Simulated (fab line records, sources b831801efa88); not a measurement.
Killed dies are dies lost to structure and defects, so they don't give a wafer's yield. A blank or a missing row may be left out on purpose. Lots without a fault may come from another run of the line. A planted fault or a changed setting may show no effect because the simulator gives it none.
A struck lot beside a sound one | flow sfq_line | 34 steps out of a route of 325
Sound: wafers L416.1, L416.3, L416.4. Struck: wafers L421.4, L421.6. (L421.3 of the same lot was not struck and is left out.) The cause comes at the end.
At each step with rows: each side's tool, then ch and its chambers, then its first start. Under that, the readings that differ: sound wafers | struck wafers | difference of the means | sigmas: that difference in standard deviations of wafers without a fault.
alike: readings whose means differ by less than 2 such deviations, and words and numbers that are the same on both sides. not compared: withheld readings, readings that some wafer has no value for, bounds like >300 that may hide the same value, and numbers for which the record gives no deviation and whose values overlap.
The two part at a step that has a row with sigmas, a row that says differs or no value, or rows on one side only. Numbers that don't overlap but have no deviation are shown without sigmas and don't part them. A reading that every wafer of one side lacks parts them only if that side has two wafers or more.

SFQ_R5_THK_MEAS_934: measures by xrf.
  sound on film_metro-03, day 63 06:23; struck on film_metro-02, day 64 16:41
  alike: R5_MONX_THK
then, 6 steps without rows for these wafers: SFQ_TRILAYER_R5_LITHO_COAT_141 (resist thk 62 nm); SFQ_TRILAYER_R5_LITHO_COAT_136 (resist thk 600 nm); SFQ_TRILAYER_R5_LITHO_SOFTBAKE_140; SFQ_TRILAYER_R5_LITHO_EXPOSE_137 (exposes mask R5, target cd 500 nm); SFQ_TRILAYER_R5_LITHO_PEB_139 (peb time 60 s); SFQ_TRILAYER_R5_LITHO_DEVELOP_138 (time 60 s).
-- the record jumps here: 4 days lie between the struck wafers' starts before and after --
SFQ_R5_OVL_MEAS_935:
  sound on overlay-01, day 68 00:30; struck on overlay-02, day 69 02:17
  alike: R5_OVL
SFQ_TRILAYER_R5_BARC_OPEN_METAL_ETCH_177: etches BARC in O2, target depth 125 nm, time 41.7 s.
  sound on rie_metal-04 ch 0,1, day 68 00:32; struck on rie_metal-04 ch 0, day 69 02:20
  alike: chamber_pressure_mTorr, drypump_motor_current_A, oes_product_au, rf_fwd_power_W
  not compared: rf_hours_counter_h
SFQ_TRILAYER_R5_ETCH_METAL_ETCH_139: etches the open film in Cl2, stops on SiO2, target depth 60 nm, time 40 s.
  sound on rie_metal-04 ch 0,1, day 68 00:35; struck on rie_metal-04 ch 0, day 69 02:23
  reading                        | sound             | struck        | difference | sigmas
  chamber_pressure_mTorr (mTorr) | 9.991 9.992 9.999 | 10.012 10.014 | +0.019     | +2
  alike: drypump_motor_current_A, oes_product_au, rf_fwd_power_W
  not compared: rf_hours_counter_h
then, 2 steps without rows for these wafers: SFQ_TRILAYER_R5_STRIP_STRIP_140 (strips in O2); SFQ_TRILAYER_R5_STRIP_SOLV_CLEAN_141 (cleans in NMP, time 600 s).
SFQ_TRILAYER_A5C_DEP_PECVD_142: deposits SiO2 from SiH4/N2O, time 15.556 s, target thk 70 nm.
  sound on pecvd-01 ch 0,1,2, day 68 01:26; struck on pecvd-01 ch 1, day 69 03:13
  alike: heater_power_outer_w, heater_power_w, rf_fwd_power_W, throttle_valve_pct
then, 6 steps without rows for these wafers: SFQ_TRILAYER_I5_LITHO_COAT_149 (resist thk 62 nm); SFQ_TRILAYER_I5_LITHO_COAT_144 (resist thk 650 nm); SFQ_TRILAYER_I5_LITHO_SOFTBAKE_148; SFQ_TRILAYER_I5_LITHO_EXPOSE_145 (exposes mask I5, target cd 700 nm); SFQ_TRILAYER_I5_LITHO_PEB_147 (peb time 60 s); SFQ_TRILAYER_I5_LITHO_DEVELOP_146 (time 60 s).
-- the record jumps here: 4 days lie between the struck wafers' starts before and after --
SFQ_I5_OVL_MEAS_936:
  sound on overlay-01, day 71 17:16; struck on overlay-02, day 73 06:25
  alike: I5_OVL
SFQ_TRILAYER_I5_BARC_OPEN_VIA_ETCH_200: etches BARC in O2, target depth 125 nm, time 41.7 s.
  sound on rie_diel-01 ch 1,2,3, day 71 17:18; struck on rie_diel-04 ch 2,3, day 73 06:26
  alike: chamber_pressure_mTorr, drypump_motor_current_A, oes_product_au, rf_fwd_power_W
  not compared: rf_hours_counter_h
then, 1 step without rows for these wafers: SFQ_TRILAYER_I5_ETCH_VIA_ETCH_147 (etches the open film in CHF3, stops on Nb, target depth 360 nm).
SFQ_TRILAYER_I5_STRIP_STRIP_148: strips in O2.
  sound on rie_metal-03 ch 0,1, day 71 17:29; struck on rie_metal-03 ch 0,1, day 73 06:49
  alike: chamber_pressure_mTorr, drypump_motor_current_A, oes_product_au
  not compared: rf_hours_counter_h
then, 7 steps without rows for these wafers: SFQ_TRILAYER_I5_STRIP_SOLV_CLEAN_149 (cleans in NMP, time 600 s); SFQ_TRILAYER_C5_LITHO_COAT_156 (resist thk 62 nm); SFQ_TRILAYER_C5_LITHO_COAT_151 (resist thk 650 nm); SFQ_TRILAYER_C5_LITHO_SOFTBAKE_155; SFQ_TRILAYER_C5_LITHO_EXPOSE_152 (exposes mask C5, target cd 500 nm); SFQ_TRILAYER_C5_LITHO_PEB_154 (peb time 60 s); SFQ_TRILAYER_C5_LITHO_DEVELOP_153 (time 60 s).
SFQ_C5_OVL_MEAS_937:
  sound on overlay-02, day 72 06:23; struck on overlay-01, day 73 09:43
  reading     | sound  | struck  | difference | sigmas
  C5_OVL (nm) | 4 -1 4 | -12 -13 | -15        | -2
SFQ_TRILAYER_C5_BARC_OPEN_VIA_ETCH_210: etches BARC in O2, target depth 125 nm, time 41.7 s.
  sound on rie_diel-01 ch 1,2,3, day 72 06:26; struck on rie_diel-01 ch 0,1, day 73 09:44
  alike: chamber_pressure_mTorr, drypump_motor_current_A, oes_product_au, rf_fwd_power_W
  not compared: rf_hours_counter_h
SFQ_TRILAYER_C5_ETCH_VIA_ETCH_154: etches SiO2 in CHF3, stops on Nb, target depth 84 nm.
  sound on rie_diel-01 ch 1,2,3, day 72 06:28; struck on rie_diel-01 ch 0,1, day 73 09:47
  reading               | sound             | struck      | difference | sigmas
  oes_product_au (a.u.) | 0.890 0.886 0.895 | 0.775 0.783 | -0.111     | -12
  alike: chamber_pressure_mTorr, drypump_motor_current_A, rf_fwd_power_W
then, 1 step without rows for these wafers: SFQ_TRILAYER_C5_STRIP_STRIP_155 (strips in O2).

WHERE THEY PART
First at SFQ_TRILAYER_R5_ETCH_METAL_ETCH_139; last, within this record, at SFQ_TRILAYER_C5_ETCH_VIA_ETCH_154.

WHY: what the simulator had put in
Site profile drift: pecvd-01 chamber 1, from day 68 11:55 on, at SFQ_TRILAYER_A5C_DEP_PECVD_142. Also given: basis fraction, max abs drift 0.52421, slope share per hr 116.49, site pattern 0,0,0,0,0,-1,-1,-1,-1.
